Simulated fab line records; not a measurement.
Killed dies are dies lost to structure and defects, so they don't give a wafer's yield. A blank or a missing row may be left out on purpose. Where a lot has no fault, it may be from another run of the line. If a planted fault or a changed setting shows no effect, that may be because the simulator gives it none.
Chamber matching | flow gf180mcu | GF_V1_ETCH_16 on rie diel-04: 4 sister chambers
The step etches BARC in N2/H2. 4 wafers are shown with their chamber, then 7 later ones without.

== WAFERS PAIRED WITH THEIR CHAMBERS ==
wafer  | chamber | drypump motor current A (A)
L090.1 | 1       | 4.8
L090.2 | 2       | 5.5
L092.1 | 3       | 5.8
L092.2 | 0       | 5.8

== WAFERS WITH NO CHAMBER GIVEN ==
wafer  | drypump motor current A (A)
L092.5 | 5.5
L095.1 | 5.7
L095.2 | 4.8
L095.3 | 5.5
L095.4 | 5.8
L095.5 | 5.5
L095.6 | 5.8

== THE CHAMBER EACH PASSED THROUGH ==
wafer  | from the rows above     | in truth
L092.5 | 2                       | 2
L095.1 | can't be placed: 0 or 3 | 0
L095.2 | 1                       | 1
L095.3 | 2                       | 2
L095.4 | can't be placed: 0 or 3 | 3
L095.5 | 2                       | 2
L095.6 | can't be placed: 0 or 3 | 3
Placed correctly: 4 of 7. Not placeable from these rows: 3 (in 3, the candidates include the true chamber). 0 placed wrongly.
How it was worked out, from the rows above alone: a wafer's distance from a chamber is the root of the sum, over the readings, of the square of ((its reading less the chamber's mean) divided by the reading's scatter). If the next closest chamber is less than 2 further off than the closest, the wafer can't be placed; otherwise it belongs to the closest. The mean given for a chamber averages the wafers shown for that chamber. The scatter: with one shown wafer a chamber, the root of the mean of the squares of how far each hidden wafer lies from its nearest shown one.
